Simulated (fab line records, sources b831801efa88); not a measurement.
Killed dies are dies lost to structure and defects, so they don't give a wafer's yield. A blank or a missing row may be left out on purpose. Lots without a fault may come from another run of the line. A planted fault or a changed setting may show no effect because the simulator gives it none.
Chamber matching | flow sfq_line | SFQ_TRILAYER_I0_CMP_CMP_028 on cmp-02: 4 sister chambers
The step polishes SiO2. 4 wafers are shown with their chamber, then 9 later ones without.

WAFERS WITH THEIR CHAMBER
wafer  | chamber | motor_current_A (A)
L364.1 | 3       | 11.1
L366.1 | 0       | 9.6
L366.5 | 2       | 8.4
L366.6 | 1       | 9.5

WAFERS WITHOUT THEIR CHAMBER
wafer  | motor_current_A (A)
L375.3 | 9.8
L375.5 | 9.7
L375.6 | 11.3
L377.1 | 11.6
L377.2 | 9.8
L377.5 | 9.6
L379.1 | 8.5
L379.5 | 9.8
L379.6 | 9.8

WHICH CHAMBER EACH WENT THROUGH
wafer  | from the rows above     | in truth
L375.3 | can't be placed: 0 or 1 | 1
L375.5 | can't be placed: 0 or 1 | 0
L375.6 | 3                       | 3
L377.1 | 3                       | 3
L377.2 | can't be placed: 0 or 1 | 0
L377.5 | can't be placed: 0 or 1 | 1
L379.1 | 2                       | 2
L379.5 | can't be placed: 0 or 1 | 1
L379.6 | can't be placed: 0 or 1 | 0
Placed correctly: 3 of 9. Can't be placed from these rows: 6 (the true chamber is among the candidates in 6). Placed wrongly: 0.
How it was worked out, from the rows above alone: a wafer's distance from a chamber is the root of the sum, over the readings, of the square of ((its reading less the chamber's mean) divided by the reading's scatter). The wafer belongs to the nearest chamber; if the next one is less than 2 further off, it can't be placed. A chamber's mean is the mean of its shown wafers. The scatter: with one shown wafer a chamber, the root of the mean of the squares of how far each hidden wafer lies from its nearest shown one.
